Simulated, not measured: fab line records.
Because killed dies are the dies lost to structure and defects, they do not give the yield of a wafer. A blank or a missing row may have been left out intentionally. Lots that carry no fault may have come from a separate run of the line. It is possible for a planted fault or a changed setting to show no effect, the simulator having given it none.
fab line records | flow sky130
record lots=6 | wafers=18 | lastDay=50
route steps=708 shown LDD_LDN@299 SPACER@304 POLY_CUT@307 PAD_OPEN@708
lots that met no fault: taken from a fault-free run of the same line
startH: start of the lot's first displayed wafer, in hours after the record's first day | waitH: hours since the lot's step before | " unchanged from the row above | L1.1+2: one row covering several wafers at once | - either no value or no given start | * or withheld: withheld | < > ~ a bound
route shown NAME@n: a module of which the file shows steps, and the number in the route of the first | usual: the fault-free wafers' mean and standard deviation | same: alike in all rows | chamber/n: place in a boat | sites: readings site by site | _std_site: their standard deviation | _edge_site: the outer-site mean with the inner-site mean subtracted | radiusMm: how far each site lies from the wafer's centre | mask NAME#n: copy n | behind: the most recent tool/chamber to have shaped the wafer | hold: why the lot was held/for how many hours/how that ended | device: the transistor (n, p or np) that didn't switch | end of line: the same wafers' tests at the end of the route | where a step has no rows: the recipe by itself | killed: count of dies lost to structure and defects at first sort (not the wafer's yield) | map: dies across one wafer; x = killed, . = not, _ = none there
set.NAME: setting as actually run; set.NAME@STEP: the setting as run at that earlier step | model.NAME: the simulator's own value behind a step, which no gauge read
certain route steps with their lots: each step a table, each wafer a row
services: when a tool's chamber went out of use (startH, in hours from the record's first day, below 0 if earlier), for how many hours, and the reason
## steps
# step SKY_LDD_LDN_IMPLANT_10
# recipe species=As | energyKev=15 | doseCm2=1.25e+13 | tiltDeg=withheld | rotationDeg=203
# step SKY_LDD_LDN_IMPLANT_11
# recipe species=As | energyKev=15 | doseCm2=1.25e+13 | tiltDeg=withheld | rotationDeg=293
# step SKY_LDD_LDN_STRIP_12
# recipe chemistry=O2/N2 | powerW=1400 | pressureMtorr=1500 | platenTempC=withheld | o2FlowSccm=3000 | n2FlowSccm=300 | overashFraction=0.5
# usual drypumpMotorCurrentA=5.7/0.47 | oesProductAu=0.716/0.0042 | stripTimeToEndpointS=14.16/0.039
lot.wafer | tool           | chamber | startH | waitH | drypumpMotorCurrentA | oesProductAu | rfHoursCounterH | stripTimeToEndpointS
L219.3    | plasmaAsher-03 | 1       | 511.28 | 0.1   | 6.2                  | 0.720        | -               | 14.14
L219.5    | "              | 0       | "      | "     | 5.8                  | 0.719        | -               | 14.12
L219.6    | "              | 1       | "      | "     | 6.2                  | 0.720        | -               | 14.15
L221.2    | plasmaAsher-01 | 1       | 545.37 | 0.1   | 5.5                  | 0.711        | 86              | 14.14
L221.3    | "              | 0       | "      | "     | 5.2                  | 0.724        | -               | 14.15
L221.4    | "              | 1       | "      | "     | 5.5                  | 0.715        | -               | 14.16
L231.4    | plasmaAsher-03 | 0       | 650.83 | 0.1   | 5.8                  | 0.712        | -               | 14.17
L231.5    | "              | 0       | "      | "     | 5.8                  | 0.718        | -               | 14.17
L231.6    | "              | 1       | "      | "     | 6.2                  | 0.713        | -               | 14.19
L233.1    | plasmaAsher-02 | 0       | 676.14 | 0.1   | 6.1                  | 0.713        | 86              | 14.18
L233.4    | "              | 0       | "      | "     | 6.1                  | 0.714        | -               | 14.19
L233.5    | "              | 0       | "      | "     | 6.1                  | 0.721        | -               | 14.24
L238.1    | plasmaAsher-02 | 0       | 694.82 | 0.1   | 6.1                  | 0.707        | 88              | 14.10
L238.3    | "              | 1       | "      | "     | 4.8                  | 0.716        | -               | 14.13
L238.5    | "              | 1       | "      | "     | 4.8                  | 0.717        | -               | 14.07
L239.2    | plasmaAsher-03 | 0       | 697.57 | 0.1   | 5.8                  | 0.716        | 26              | 14.20
L239.4    | "              | 1       | "      | "     | 6.2                  | 0.720        | -               | 14.14
L239.6    | "              | 0       | "      | "     | 5.8                  | 0.711        | -               | 14.23
# step SKY_LDD_LDN_TW_MEAS_13
# usual LDD_LDN_TW=1483/7
lot.wafer | tool         | chamber | startH | waitH | LDD_LDN_TW
L219.3    | filmMetro-02 | -       | 511.36 | 0.1   | 1479
L219.5    | "            | -       | "      | "     | 1483
L219.6    | "            | -       | "      | "     | 1473
L221.2    | filmMetro-02 | -       | 545.48 | 0.1   | 1478
L221.3    | "            | -       | "      | "     | 1478
L221.4    | "            | -       | "      | "     | 1472
L231.4    | filmMetro-04 | -       | 650.92 | 0.1   | 1480
L231.5    | "            | -       | "      | "     | 1485
L231.6    | "            | -       | "      | "     | 1479
L233.1    | filmMetro-03 | -       | 676.24 | 0.1   | 1491
L233.4    | "            | -       | "      | "     | 1486
L233.5    | "            | -       | "      | "     | 1481
L238.1    | filmMetro-03 | -       | 694.92 | 0.1   | 1482
L238.3    | "            | -       | "      | "     | 1484
L238.5    | "            | -       | "      | "     | 1489
L239.2    | filmMetro-04 | -       | 697.68 | 0.1   | 1483
L239.4    | "            | -       | "      | "     | 1474
L239.6    | "            | -       | "      | "     | 1481
# step SKY_LDD_LDN_CLEAN_14
# recipe chemistry=SC1/SC2 | mix=1:4:20 | tempC=70 | timeS=150 | dry=n2Spin
# step SKY_SPACER_CVD_00
# recipe material=Si3N4 | precursor=DCS/NH3 | targetThkNm=43.1 | tempC=770 | timeS=740 | pressureMtorr=250
# step SKY_SPACER_THK_MEAS_01
# recipe reads=Si3N4_of_SPACER_CVD_00
# usual SPACER_CVD_00_THK=43.0/0.45
lot.wafer | tool         | chamber | startH | waitH | SPACER_CVD_00_THK[nm]
L219.3    | filmMetro-04 | -       | 513.67 | 0.0   | 42.3
L219.5    | "            | -       | "      | "     | 42.7
L219.6    | "            | -       | "      | "     | 42.4
L221.2    | filmMetro-01 | -       | 546.79 | 0.0   | 42.6
L221.3    | "            | -       | "      | "     | 42.4
L221.4    | "            | -       | "      | "     | 42.8
L231.4    | filmMetro-01 | -       | 653.18 | 0.0   | 43.1
L231.5    | "            | -       | "      | "     | 43.1
L231.6    | "            | -       | "      | "     | 43.7
L233.1    | filmMetro-04 | -       | 677.68 | 0.0   | 43.7
L233.4    | "            | -       | "      | "     | 43.1
L233.5    | "            | -       | "      | "     | 43.4
L238.1    | filmMetro-04 | -       | 700.28 | 0.0   | 43.6
L238.3    | "            | -       | "      | "     | 43.0
L238.5    | "            | -       | "      | "     | 43.4
L239.2    | filmMetro-03 | -       | 700.30 | 0.0   | 42.7
L239.4    | "            | -       | "      | "     | 42.7
L239.6    | "            | -       | "      | "     | 42.5
# step SKY_SPACER_ETCHBACK_02
# recipe chemistry=CH3F/O2 | target=Si3N4 | stopOn=SiO2 | sourceW=400 | biasW=80 | pressureMtorr=25 | ch3fFlowSccm=40 | O2_flow_sccm=30 | timeS=46.7 | targetDepthA=450
# usual drypumpMotorCurrentA=5.5/0.45 | oesProductAu=0.855/0.006 | throttleValvePct=10.563/0.0091
# same timeS=46.7
lot.wafer | tool       | chamber | startH | waitH | drypumpMotorCurrentA | oesProductAu | rfHoursCounterH | throttleValvePct
L219.3    | rieDiel-01 | 2       | 513.71 | 0.0   | 5.3                  | 0.849        | 17              | 10.555
L219.5    | "          | 2       | "      | "     | 5.3                  | 0.850        | -               | 10.577
L219.6    | "          | 1       | "      | "     | 5.3                  | 0.845        | -               | 10.559
L221.2    | rieDiel-03 | 3       | 546.84 | 0.0   | 6.2                  | 0.856        | 19              | 10.566
L221.3    | "          | 1       | "      | "     | 5.1                  | 0.856        | 9               | 10.559
L221.4    | "          | 2       | "      | "     | 6.0                  | 0.854        | 8               | 10.571
L231.4    | rieDiel-01 | 1       | 653.21 | 0.0   | 5.3                  | 0.848        | 50              | 10.564
L231.5    | "          | 3       | "      | "     | 5.8                  | 0.859        | -               | 10.565
L231.6    | "          | 0       | "      | "     | 5.9                  | 0.860        | -               | 10.566
L233.1    | rieDiel-02 | 3       | 677.74 | 0.1   | 6.1                  | 0.868        | 48              | 10.565
L233.4    | "          | 0       | "      | "     | 5.0                  | 0.856        | 6               | 10.555
L233.5    | "          | 0       | "      | "     | 5.0                  | 0.858        | -               | 10.557
L238.1    | rieDiel-03 | 0       | 700.34 | 0.1   | 5.2                  | 0.855        | 8               | 10.564
L238.3    | "          | 3       | "      | "     | 6.2                  | 0.849        | 22              | 10.563
L238.5    | "          | 2       | "      | "     | 6.0                  | 0.865        | -               | 10.590
L239.2    | rieDiel-02 | 3       | 700.35 | 0.0   | 6.2                  | 0.850        | 49              | 10.586
L239.4    | "          | 1       | "      | "     | 5.0                  | 0.856        | 15              | 10.578
L239.6    | "          | 3       | "      | "     | 6.2                  | 0.850        | -               | 10.554
# step SKY_POLY_CUT_DEHYDRATE_00
# recipe tempC=200 | timeS=60
# step SKY_POLY_CUT_HMDS_01
# recipe primeTimeS=60 | primeTempC=120
# step SKY_POLY_CUT_COAT_02
# recipe resist=BARC | tempC=withheld | timeS=withheld | spinRpm=3000 | resistThkNm=60
# step SKY_POLY_CUT_COAT_03
# recipe resist=KrF-thick | spinRpm=3000 | resistThkNm=450
# step SKY_POLY_CUT_SOFTBAKE_04
# recipe tempC=100 | timeS=90 | resist=KrF-thick
# usual runLengthS=119.11/0.19
lot.wafer | tool          | chamber | startH | waitH | runLengthS
L219.3    | lithoTrack-03 | 0       | 528    | -     | 119.16
L219.5    | "             | 0       | 529    | -     | 119.36
L219.6    | "             | 0       | "      | "     | 119.22
L221.2    | lithoTrack-04 | 0       | 561    | -     | 119.17
L221.3    | "             | 0       | "      | "     | 119.47
L221.4    | "             | 0       | "      | "     | 119.21
L231.4    | lithoTrack-04 | 0       | 667    | -     | 124.47
L231.5    | "             | 0       | "      | "     | 124.64
L231.6    | "             | 0       | 668    | -     | 124.83
L233.1    | lithoTrack-04 | 0       | 691    | -     | 124.49
L233.4    | "             | 0       | "      | "     | 124.55
L233.5    | "             | 0       | "      | "     | 124.64
L238.1    | lithoTrack-03 | 0       | 713    | -     | 119.10
L238.3    | "             | 0       | "      | "     | 119.13
L238.5    | "             | 0       | "      | "     | 119.13
L239.2    | lithoTrack-02 | 0       | 713    | -     | 118.85
L239.4    | "             | 0       | "      | "     | 119.12
L239.6    | "             | 0       | "      | "     | 118.79
# step SKY_POLY_CUT_EXPOSE_05
# recipe maskId=NPCM | na=0.8 | sourceShape=annular | sigmaInner=0.55 | sigmaOuter=0.85 | targetCdNm=270 | doseMj=32
# step SKY_PAD_OPEN_PROBE_99
# usual killed_at_M0_to_M3=42/6.4 | killed_at_M4_up=2.9/1.7 | killedAtContacts=25/5.2 | killedAtFrontEnd=16/4.4 | killedAtOther=0.4/0.65 | killedDies=86/9.2 | killedOpen=47/6.6 | killedShort=39/5.8
# same grossDies=492 | killedAtBackSide=0
lot.wafer | tool      | chamber | startH  | waitH | killed_at_M0_to_M3 | killed_at_M4_up | killedAtContacts | killedAtFrontEnd | killedAtOther | killedDies | killedOpen | killedShort
L221.2    | prober-02 | -       | 1083.01 | 0.1   | 46                 | 1               | 25               | 10               | 0             | 82         | 48         | 34
L221.3    | prober-02 | -       | 1083.06 | 0.2   | 50                 | 4               | 32               | 21               | 1             | 108        | 52         | 54
L221.4    | prober-02 | -       | 1083.11 | 0.2   | 39                 | 5               | 36               | 20               | 0             | 100        | 57         | 42
L231.4    | prober-01 | -       | 1159.12 | 0.2   | 47                 | 1               | 28               | 19               | 2             | 97         | 47         | 49
L231.5    | prober-01 | -       | 1159.17 | 0.2   | 46                 | 0               | 30               | 6                | 0             | 82         | 47         | 34
L231.6    | prober-01 | -       | 1159.22 | 0.2   | 46                 | 5               | 24               | 20               | 0             | 95         | 47         | 47
L233.1    | prober-01 | -       | 1176.62 | 0.1   | 26                 | 2               | 24               | 11               | 0             | 63         | 32         | 31
L233.4    | prober-01 | -       | 1176.77 | 0.2   | 34                 | 1               | 33               | 10               | 0             | 78         | 47         | 31
L233.5    | prober-01 | -       | 1176.82 | 0.2   | 37                 | 6               | 25               | 15               | 0             | 83         | 40         | 43
L238.1    | prober-01 | -       | 1186.97 | 0.1   | 48                 | 2               | 35               | 20               | 0             | 105        | 61         | 44
L238.3    | prober-01 | -       | 1187.07 | 0.2   | 37                 | 0               | 25               | 12               | 0             | 74         | 44         | 30
L238.5    | prober-01 | -       | 1187.17 | 0.2   | 38                 | 3               | 21               | 18               | 1             | 81         | 38         | 43
L239.2    | prober-02 | -       | 1188.32 | 0.1   | 45                 | 1               | 28               | 14               | 0             | 88         | 45         | 43
L239.4    | prober-02 | -       | 1188.42 | 0.2   | 48                 | 1               | 30               | 15               | 0             | 94         | 51         | 43
L239.6    | prober-02 | -       | 1188.52 | 0.2   | 43                 | 3               | 25               | 20               | 0             | 91         | 51         | 40
# killed by level:class
L221.2 VIA2:geometricParticle:open=12 VIA1:geometricParticle:open=11 LI_CONTACT:geometricParticle:open=7 CONTACT:geometricParticle:open=7 CONTACT:geometricParticle:short=5 METAL2:geometricParticle:short=5 METAL1:geometricParticle:short=5 FIELD_ISO:geometricParticle:open=4
L221.3 CONTACT:geometricParticle:open=11 VIA3:geometricParticle:open=10 VIA2:geometricParticle:open=9 CONTACT:geometricParticle:short=7 LI_CONTACT:geometricParticle:open=6 FIELD_ISO:geometricParticle:short=5 POLY_GATE:geometricParticle:open=5 LOCAL_INTERCONNECT:geometricParticle:short=5
L221.4 CONTACT:geometricParticle:open=17 VIA1:geometricParticle:open=8 VIA2:geometricParticle:open=7 LI_CONTACT:geometricParticle:open=6 LOCAL_INTERCONNECT:geometricParticle:short=6 FIELD_ISO:geometricParticle:short=5 CONTACT:geometricParticle:short=5 VIA3:geometricParticle:short=5
L231.4 VIA3:geometricParticle:open=9 VIA2:geometricParticle:open=8 CONTACT:geometricParticle:open=7 LI_CONTACT:geometricParticle:short=6 LOCAL_INTERCONNECT:geometricParticle:short=6 METAL2:geometricParticle:short=6 VIA1:geometricParticle:open=6 FIELD_ISO:geometricParticle:open=5
L231.5 LI_CONTACT:geometricParticle:open=12 VIA1:geometricParticle:open=12 VIA3:geometricParticle:open=10 METAL2:geometricParticle:short=6 CONTACT:geometricParticle:open=6 CONTACT:geometricParticle:short=6 METAL1:geometricParticle:short=4 LI_CONTACT:geometricParticle:short=3
L231.6 VIA1:geometricParticle:open=10 LI_CONTACT:geometricParticle:open=10 POLY_GATE:geometricParticle:short=6 CONTACT:geometricParticle:open=6 METAL1:geometricParticle:short=6 VIA1:geometricParticle:short=5 METAL2:geometricParticle:short=5 VIA3:geometricParticle:open=5
L233.1 LOCAL_INTERCONNECT:geometricParticle:short=7 LI_CONTACT:geometricParticle:open=6 CONTACT:geometricParticle:open=6 METAL1:geometricParticle:short=4 VIA2:geometricParticle:open=4 FIELD_ISO:geometricParticle:open=3 POLY_GATE:geometricParticle:short=3 VIA1:geometricParticle:short=3
L233.4 VIA1:geometricParticle:open=13 LI_CONTACT:geometricParticle:open=11 CONTACT:geometricParticle:open=9 LI_CONTACT:geometricParticle:short=5 VIA1:geometricParticle:short=5 VIA3:geometricParticle:open=5 METAL2:geometricParticle:short=4 CONTACT:geometricParticle:short=4
L233.5 CONTACT:geometricParticle:open=10 METAL2:geometricParticle:short=8 FIELD_ISO:geometricParticle:short=5 VIA1:geometricParticle:open=5 VIA3:geometricParticle:open=5 LI_CONTACT:geometricParticle:short=4 LI_CONTACT:geometricParticle:open=4 CONTACT:geometricParticle:short=4
L238.1 CONTACT:geometricParticle:open=15 VIA1:geometricParticle:open=10 LI_CONTACT:geometricParticle:open=8 POLY_GATE:geometricParticle:short=7 METAL2:geometricParticle:short=7 VIA2:geometricParticle:open=7 POLY_GATE:geometricParticle:open=6 CONTACT:geometricParticle:short=6
L238.3 LI_CONTACT:geometricParticle:open=8 CONTACT:geometricParticle:open=7 VIA1:geometricParticle:open=7 LOCAL_INTERCONNECT:geometricParticle:short=6 VIA3:geometricParticle:open=6 FIELD_ISO:geometricParticle:short=5 METAL2:geometricParticle:short=5 FIELD_ISO:geometricParticle:open=4
L238.5 VIA1:geometricParticle:open=11 CONTACT:geometricParticle:open=10 METAL3:geometricParticle:short=8 FIELD_ISO:geometricParticle:short=7 POLY_GATE:geometricParticle:short=5 VIA3:geometricParticle:open=5 CONTACT:geometricParticle:short=4 FIELD_ISO:geometricParticle:open=2
L239.2 VIA1:geometricParticle:open=13 LI_CONTACT:geometricParticle:open=10 METAL2:geometricParticle:short=9 CONTACT:geometricParticle:open=6 CONTACT:geometricParticle:short=6 VIA1:geometricParticle:short=6 VIA3:geometricParticle:open=6 FIELD_ISO:geometricParticle:short=5
L239.4 VIA2:geometricParticle:open=10 CONTACT:geometricParticle:open=9 VIA1:geometricParticle:open=9 FIELD_ISO:geometricParticle:open=7 CONTACT:geometricParticle:short=7 VIA1:geometricParticle:short=7 LI_CONTACT:geometricParticle:open=6 METAL2:geometricParticle:short=6
L239.6 CONTACT:geometricParticle:open=11 METAL2:geometricParticle:short=9 VIA1:geometricParticle:open=8 LI_CONTACT:geometricParticle:open=7 FIELD_ISO:geometricParticle:short=6 METAL1:geometricParticle:short=6 VIA1:geometricParticle:short=6 POLY_GATE:geometricParticle:open=5
## services
tool           | chamber | startH | hours | kind
plasmaAsher-02 | -       | 487.95 | 0.7   | repair
rieDiel-02     | 2       | 493.16 | 17.5  | repair
rieDiel-03     | -       | 522.55 | 2.8   | pm
rieDiel-03     | 1       | 525.75 | 6.0   | repair
rieDiel-01     | 1       | 528.16 | 38.7  | repair
rieDiel-01     | 3       | 542.14 | 6.7   | repair
rieDiel-01     | 0       | 544.05 | 2.5   | repair
lithoTrack-03  | -       | 552.73 | -     | consumableReplace:filter
rieDiel-01     | 0       | 566.84 | -     | clean
rieDiel-01     | 0       | 566.84 | 20.4  | scheduledDown
rieDiel-01     | 0       | 566.84 | 20.4  | ventCycle
rieDiel-01     | -       | 605.51 | 1.2   | repair
rieDiel-02     | 1       | 615.32 | 3.7   | repair
rieDiel-02     | 3       | 616.41 | 3.5   | repair
plasmaAsher-02 | -       | 628.43 | 3.0   | repair
plasmaAsher-01 | -       | 635.74 | 2.8   | pm
plasmaAsher-02 | -       | 667.72 | 3.0   | repair
plasmaAsher-01 | -       | 690.48 | 2.2   | repair
rieDiel-01     | -       | 696.57 | 2.8   | pm
rieDiel-01     | -       | 703.91 | 14.6  | pm
## key
firstSign step=SKY_POLY_CUT_SOFTBAKE_04 | reading=runLengthS | direction=up | sigmas=30 | usual=* | struck=*
effect none on later readings
metAt SKY_POLY_CUT_SOFTBAKE_04
struckWafers L231.4,L231.5,L231.6,L233.1,L233.4,L233.5
testerLeftOut L231,L233
fault kind=processParameterDrift | tool=lithoTrack-04 | chamber=- | onsetH=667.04 | steps=SKY_POLY_CUT_SOFTBAKE_04 | channel=timeS | offset=* | shape=step | endH=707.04 | actsIn=* | stated=*
# testerLeftOut: of these lots the tester's yield and bins aren't shown, on N5 and GAA mostly nor the transistor test; their killed dies are dies lost to structure and defects alone, not to doping, threshold or leakage, so they don't give the yield
